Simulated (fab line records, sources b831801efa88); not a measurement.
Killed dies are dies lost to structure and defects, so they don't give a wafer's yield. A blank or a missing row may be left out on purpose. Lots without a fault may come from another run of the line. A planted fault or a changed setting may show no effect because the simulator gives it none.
fab line records | flow gf180mcu
record lots=11 wafers=33 last_day=34
route steps=602 shown M1@317 V2@397 M3@412
lots that met no fault: from a run of the same line without faults
start_h: hours from the record's first day to the start of the lot's first wafer shown | wait_h: hours since the lot's step before | " the same as in the row above | L1.1+2: a row that stands for several wafers | - no value, or no start given | * or withheld: withheld | < > ~ a bound
route shown NAME@n: a module of which the file shows steps, and the number in the route of the first | usual: mean/standard deviation of fault-free wafers | same: alike in all rows | chamber/n: place in a boat | sites: the reading at each site | _std_site: their standard deviation | _edge_site: outer sites' mean less inner sites' | radius_mm: how far each site lies from the wafer's centre | mask NAME#n: copy n | behind: the tool/chamber that last shaped the wafer | hold: why the lot was held/for how many hours/how that ended | device: the transistor (n, p or np) that didn't switch | end of line: the same wafers' tests at the end of the route | a step without rows: its recipe alone | killed: dies lost to structure and defects at the first sort, not the wafer's yield | map: a wafer's dies, x killed, . not, _ none there
set.NAME: the setting as run; set.NAME@STEP: as run at that earlier step | model.NAME: the simulator's own value behind a step, which no gauge read
steps of the route over a sample of lots; a table a step, a row a wafer
services: from which hour (start_h, from the record's first day; less than 0 if before it) a tool's chamber was out of use, for how many hours, and why
## steps
# step GF_M1_SPUTTER_02
# recipe material=AlCu target_thk_nm=450 power_w=10600 time_s=23.9 chamber_pressure_pa=0.4
# usual cathode_dc_power_W=10600/2 throttle_valve_pct=29.7/0.71
# columns lot.wafer tool chamber start_h wait_h cathode_dc_power_W throttle_valve_pct
L955.3 pvd_sputter-04 - 362.29 0.0 10600 27.7
L955.4 " - " " 10600 30.7
L955.5 " - " " 10602 27.7
L956.2 pvd_sputter-02 - 365.77 0.0 10597 30.3
L956.5 " - " " 10600 28.7
L956.6 " - " " 10599 29.7
L957.1 pvd_sputter-01 - 383.74 0.0 10602 29.8
L957.3 " - " " 10598 29.7
L957.6 " - " " 10598 29.8
L958.2 pvd_sputter-01 - 399.40 0.0 10598 29.9
L958.3 " - " " 10600 29.5
L958.5 " - " " 10600 29.7
L964.2 pvd_sputter-01 - 447.53 0.0 11558 30.1
L964.3 " - " " 11563 29.8
L964.6 " - " " 11559 30.0
L968.3 pvd_sputter-01 - 477.80 0.0 11561 29.8
L968.5 " - " " 11564 29.2
L968.6 " - " " 11559 29.2
L969.2 pvd_sputter-04 - 493.62 0.0 10602 30.7
L969.4 " - " " 10598 30.4
L969.6 " - " " 10602 29.2
L970.1 pvd_sputter-04 - 502.62 0.0 10601 30.6
L970.3 " - " " 10600 29.5
L970.6 " - " " 10601 30.7
L975.3 pvd_sputter-02 - 535.56 0.0 10602 29.9
L975.5 " - " " 10600 30.1
L975.6 " - " " 10601 30.1
L977.1 pvd_sputter-02 - 553.56 0.0 10597 30.3
L977.4 " - " " 10601 30.2
L977.5 " - " " 10597 28.7
L978.2 pvd_sputter-02 - 567.98 0.0 10603 30.0
L978.3 " - " " 10600 30.0
L978.4 " - " " 10599 29.0
# step GF_M1_RS_MEAS_05
# recipe thk_meas_gauge=four-point-probe reads=TiN_of_M1_SPUTTER_04+Ti_of_M1_SPUTTER_03+AlCu_of_M1_SPUTTER_02+TiN_of_M1_SPUTTER_01+Ti_of_M1_SPUTTER_00
# usual M1_ALCU_RS=0.0698/0.00095
# columns lot.wafer tool chamber start_h wait_h M1_ALCU_RS[ohm/sq]
L955.3 film_metro-02 - 362.42 0.1 0.0699
L955.4 " - " " 0.0711
L955.5 " - " " 0.0698
L956.2 film_metro-03 - 365.88 0.0 0.0714
L956.5 " - " " 0.0709
L956.6 " - " " 0.0685
L957.1 film_metro-02 - 383.83 0.0 0.0689
L957.3 " - " " 0.0703
L957.6 " - " " 0.0697
L958.2 film_metro-03 - 399.51 0.0 0.0701
L958.3 " - " " 0.0692
L958.5 " - " " 0.0693
L964.2 film_metro-03 - 447.64 0.0 0.0647
L964.3 " - " " 0.0647
L964.6 " - " " 0.0641
L968.3 film_metro-01 - 477.93 0.1 0.0649
L968.5 " - " " 0.0637
L968.6 " - " " 0.0640
L969.2 film_metro-01 - 493.73 0.0 0.0709
L969.4 " - " " 0.0701
L969.6 " - " " 0.0690
L970.1 film_metro-01 - 502.71 0.0 0.0686
L970.3 " - " " 0.0681
L970.6 " - " " 0.0685
L975.3 film_metro-03 - 535.69 0.1 0.0707
L975.5 " - " " 0.0704
L975.6 " - " " 0.0700
L977.1 film_metro-01 - 553.65 0.0 0.0695
L977.4 " - " " 0.0694
L977.5 " - " " 0.0695
L978.2 film_metro-01 - 568.09 0.0 0.0691
L978.3 " - " " 0.0696
L978.4 " - " " 0.0689
# step GF_M1_THK_MEAS_06
# recipe thk_meas_gauge=xrf reads=AlCu_of_M1_SPUTTER_02
# usual M1_ALCU_THK=438/6.3
# columns lot.wafer tool chamber start_h wait_h M1_ALCU_THK[nm]
L955.3 film_metro-02 - 362.52 0.1 433
L955.4 " - " " 428
L955.5 " - " " 435
L956.2 film_metro-03 - 365.99 0.1 432
L956.5 " - " " 437
L956.6 " - " " 452
L957.1 film_metro-02 - 383.95 0.1 438
L957.3 " - " " 433
L957.6 " - " " 433
L958.2 film_metro-03 - 399.62 0.1 437
L958.3 " - " " 443
L958.5 " - " " 443
L964.2 film_metro-03 - 447.75 0.1 472
L964.3 " - " " 473
L964.6 " - " " 476
L968.3 film_metro-01 - 478.03 0.1 472
L968.5 " - " " 481
L968.6 " - " " 477
L969.2 film_metro-01 - 493.84 0.1 432
L969.4 " - " " 438
L969.6 " - " " 444
L970.1 film_metro-01 - 502.83 0.1 446
L970.3 " - " " 447
L970.6 " - " " 445
L975.3 film_metro-03 - 535.79 0.1 433
L975.5 " - " " 437
L975.6 " - " " 438
L977.1 film_metro-01 - 553.77 0.1 438
L977.4 " - " " 441
L977.5 " - " " 442
L978.2 film_metro-01 - 568.20 0.1 438
L978.3 " - " " 439
L978.4 " - " " 442
# step GF_V2_OVL_MEAS_15
# usual V2_OVL=1/4.3
# columns lot.wafer tool chamber start_h wait_h V2_OVL[nm]
L955.3 overlay-02 - 459.59 0.1 0
L955.4 " - " " -2
L955.5 " - " " -2
L956.2 overlay-01 - 462.68 0.1 0
L956.5 " - " " 1
L956.6 " - " " -1
L957.1 overlay-02 - 483.17 0.1 0
L957.3 " - " " 4
L957.6 " - " " 1
L958.2 overlay-01 - 499.53 0.1 4
L958.3 " - " " 7
L958.5 " - " " 2
L964.2 overlay-01 - 546.98 0.1 3
L964.3 " - " " -5
L964.6 " - " " 5
L968.3 overlay-01 - 575.15 0.1 3
L968.5 " - " " 7
L968.6 " - " " -2
L969.2 overlay-02 - 591.34 0.1 3
L969.4 " - " " 8
L969.6 " - " " 4
L970.1 overlay-01 - 597.06 0.1 1
L970.3 " - " " 0
L970.6 " - " " 2
L975.3 overlay-02 - 625.22 0.1 -5
L975.5 " - " " 1
L975.6 " - " " 1
L977.1 overlay-01 - 642.46 0.1 2
L977.4 " - " " 3
L977.5 " - " " 6
L978.2 overlay-02 - 653.09 0.1 0
L978.3 " - " " 9
L978.4 " - " " 5
# step GF_V2_SPUTTER_21
# recipe material=Ti target_thk_nm=15 chamber_pressure_pa=5 power_w=2500 substrate_temp_c=200 time_s=80.02
# usual cathode_dc_power_W=2500.0/0.42 throttle_valve_pct=30.1/1.1
# columns lot.wafer tool chamber start_h wait_h cathode_dc_power_W throttle_valve_pct
L955.3 pvd_sputter-04 - 460.27 0.0 2500.1 30.9
L955.4 " - " " 2500.8 29.2
L955.5 " - " " 2499.8 30.7
L956.2 pvd_sputter-02 - 463.40 0.0 2499.9 30.2
L956.5 " - " " 2500.3 30.0
L956.6 " - " " 2500.0 30.0
L957.1 pvd_sputter-02 - 483.87 0.0 2500.4 30.0
L957.3 " - " " 2499.7 28.9
L957.6 " - " " 2500.0 28.5
L958.2 pvd_sputter-04 - 500.29 0.0 2500.3 30.9
L958.3 " - " " 2500.3 27.7
L958.5 " - " " 2499.6 27.7
L964.2 pvd_sputter-03 - 547.74 0.0 2500.4 31.8
L964.3 " - " " 2499.8 30.6
L964.6 " - " " 2500.6 29.4
L968.3 pvd_sputter-04 - 575.84 0.0 2500.5 27.6
L968.5 " - " " 2499.8 29.4
L968.6 " - " " 2499.8 30.2
L969.2 pvd_sputter-04 - 592.04 0.0 2500.4 30.3
L969.4 " - " " 2501.1 29.4
L969.6 " - " " 2500.5 30.5
L970.1 pvd_sputter-04 - 597.76 0.0 2499.9 30.5
L970.3 " - " " 2500.7 30.6
L970.6 " - " " 2499.8 30.8
L975.3 pvd_sputter-04 - 625.97 0.0 2499.6 31.1
L975.5 " - " " 2500.3 29.4
L975.6 " - " " 2500.5 30.8
L977.1 pvd_sputter-03 - 643.16 0.0 2499.7 31.6
L977.4 " - " " 2499.8 31.4
L977.5 " - " " 2500.4 31.3
L978.2 pvd_sputter-04 - 653.82 0.0 2500.3 27.9
L978.3 " - " " 2499.7 30.3
L978.4 " - " " 2500.7 31.0
# step GF_M3_SPUTTER_03
# recipe material=Ti target_thk_nm=10 substrate_temp_c=300 chamber_pressure_pa=0.3 power_w=3000 time_s=6.7
# usual cathode_dc_power_W=3000.0/0.6 throttle_valve_pct=29.7/0.67
# columns lot.wafer tool chamber start_h wait_h cathode_dc_power_W throttle_valve_pct
L955.3 pvd_sputter-01 - 461.12 0.0 2999.8 29.2
L955.4 " - " " 2999.9 29.7
L955.5 " - " " 2999.0 29.3
L956.2 pvd_sputter-01 - 464.26 0.0 3000.2 30.2
L956.5 " - " " 2999.9 30.0
L956.6 " - " " 3001.0 29.8
L957.1 pvd_sputter-01 - 484.72 0.0 3000.6 30.0
L957.3 " - " " 2999.4 29.3
L957.6 " - " " 2999.6 30.0
L958.2 pvd_sputter-01 - 501.25 0.0 2999.8 29.7
L958.3 " - " " 3001.8 29.7
L958.5 " - " " 2999.4 29.9
L964.2 pvd_sputter-01 - 548.59 0.0 2999.8 29.7
L964.3 " - " " 2999.7 29.9
L964.6 " - " " 2999.8 29.6
L968.3 pvd_sputter-02 - 576.69 0.0 2999.9 30.4
L968.5 " - " " 2999.8 28.9
L968.6 " - " " 3000.4 29.7
L969.2 pvd_sputter-02 - 592.89 0.0 3000.6 30.3
L969.4 " - " " 3000.3 30.1
L969.6 " - " " 3000.6 29.9
L970.1 pvd_sputter-01 - 598.61 0.0 2999.6 29.8
L970.3 " - " " 2999.7 29.8
L970.6 " - " " 3000.0 29.8
L975.3 pvd_sputter-02 - 626.82 0.0 3000.4 28.5
L975.5 " - " " 3000.9 29.9
L975.6 " - " " 3000.3 29.2
L977.1 pvd_sputter-04 - 644.02 0.0 2999.2 30.8
L977.4 " - " " 2999.7 30.6
L977.5 " - " " 2999.7 27.8
L978.2 pvd_sputter-01 - 654.67 0.0 2999.5 29.8
L978.3 " - " " 3000.4 30.1
L978.4 " - " " 3000.5 29.2
## services
# columns tool chamber start_h hours kind
pvd_sputter-02 - 384.33 19.3 repair
pvd_sputter-03 - 396.19 19.5 repair
pvd_sputter-03 - 416.49 1.2 repair
pvd_sputter-01 0 419.82 - consumable_replace:kit
pvd_sputter-01 0 419.82 18.0 scheduled_down
pvd_sputter-01 0 419.82 18.0 vent_cycle
pvd_sputter-02 3 435.99 - consumable_replace:kit
pvd_sputter-02 3 435.99 18.0 scheduled_down
pvd_sputter-02 3 435.99 18.0 vent_cycle
pvd_sputter-03 - 442.93 2.7 repair
pvd_sputter-03 2 553.96 - consumable_replace:kit
pvd_sputter-02 - 559.77 2.9 repair
pvd_sputter-02 - 560.86 6.2 repair
pvd_sputter-03 - 592.64 20.9 repair
pvd_sputter-01 3 597.12 - consumable_replace:kit
pvd_sputter-01 3 597.12 18.0 scheduled_down
pvd_sputter-01 3 597.12 18.0 vent_cycle
pvd_sputter-02 2 608.28 - consumable_replace:kit
pvd_sputter-02 2 608.28 18.0 scheduled_down
pvd_sputter-02 2 608.28 18.0 vent_cycle
pvd_sputter-04 - 611.37 0.9 repair
pvd_sputter-04 3 650.57 - consumable_replace:kit
pvd_sputter-04 3 650.57 18.0 scheduled_down
pvd_sputter-04 3 650.57 18.0 vent_cycle
## key
first_sign step=GF_M1_SPUTTER_02 reading=cathode_dc_power_W direction=up sigmas=99+ usual=10600 struck=11561
effect step=GF_M1_RS_MEAS_05 reading=M1_ALCU_RS direction=down sigmas=5.7 usual=0.0698 struck=0.0644
effect step=GF_M1_THK_MEAS_06 reading=M1_ALCU_THK direction=up sigmas=6 usual=438 struck=475
met_at GF_M1_SPUTTER_02
struck_lots L964,L968
not_acting_at GF_V2_OVL_MEAS_15,GF_V2_SPUTTER_21,GF_M3_SPUTTER_03
onset_between 399.40 447.53
fault kind=process_parameter_drift tool=pvd_sputter-01 chamber=- onset_h=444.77 steps=GF_M1_SPUTTER_02 channel=power_w offset=959.84 shape=step end_h=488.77 acts_in=these_recipes_only stated=10600
